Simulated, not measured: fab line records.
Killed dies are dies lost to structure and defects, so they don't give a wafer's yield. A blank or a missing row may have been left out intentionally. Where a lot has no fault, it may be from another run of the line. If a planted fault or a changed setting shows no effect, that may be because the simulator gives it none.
One fault through the eyes of 2 desks + flow gf180mcu + each desk holds nothing but its own numbers, with what lay behind them at the end

== TOOL OWNER'S DESK, pvd-sputter-02 ==
The tool's own readings at GF_MIM_SPUTTER_03 (material Ti, target thk 10 nm, time 6.7 s): means of the sampled wafers that have a number, for each lot that ran on this tool. A lot is out of limits, marked OUT, if its mean lies more than 4 standard deviations from the usual mean; the brackets give that distance.
Columns: A = throttle-valve-pct at GF_MIM_SPUTTER_03, usual 29.8 %
| lot  | first seen here | A    |
|------|-----------------|------|
| L517 | day 25 13:14    | 29.4 |
| L518 | day 26 03:48    | 30.0 |
| L519 | day 26 10:08    | 30.2 |
| L522 | day 28 00:08    | 29.4 |
| L524 | day 28 03:56    | 29.2 |
| L537 | day 31 15:03    | 29.2 |
| L538 | day 31 21:02    | 28.8 |
This desk's finding: nothing out of limits on any of the 7 lots.

== METROLOGY DESK ==
What the gauges read, lot by lot, whatever tool the lot ran on: means of the sampled wafers that have a number. A lot is out of limits, marked OUT, if its mean lies more than 4 standard deviations from the usual mean; the brackets give that distance.
Columns: A = PASSIVATION_CVD_02_THK at GF_PASSIVATION_THK_MEAS_03, usual 700 nm
| lot  | first seen here | A   |
|------|-----------------|-----|
| L517 | day 29 05:14    | 701 |
| L518 | day 29 17:11    | 699 |
| L519 | day 29 23:46    | 699 |
| L520 | day 30 09:22    | 700 |
| L521 | day 30 17:04    | 698 |
| L522 | day 31 08:43    | 696 |
| L524 | day 31 12:58    | 707 |
| L526 | day 31 21:53    | 717 |
| L528 | day 32 10:56    | 708 |
| L535 | day 34 00:16    | 690 |
| L536 | day 34 03:13    | 690 |
| L537 | day 34 13:52    | 695 |
| L538 | day 34 19:11    | 694 |
This desk's finding: nothing out of limits on any of the 13 lots.

== ALL TOGETHER ==
Nothing out of limits was seen by the tool owner's desk.
At the metrology desk, nothing out of limits was observed.

== WHAT THE SIMULATOR PUT IN ==
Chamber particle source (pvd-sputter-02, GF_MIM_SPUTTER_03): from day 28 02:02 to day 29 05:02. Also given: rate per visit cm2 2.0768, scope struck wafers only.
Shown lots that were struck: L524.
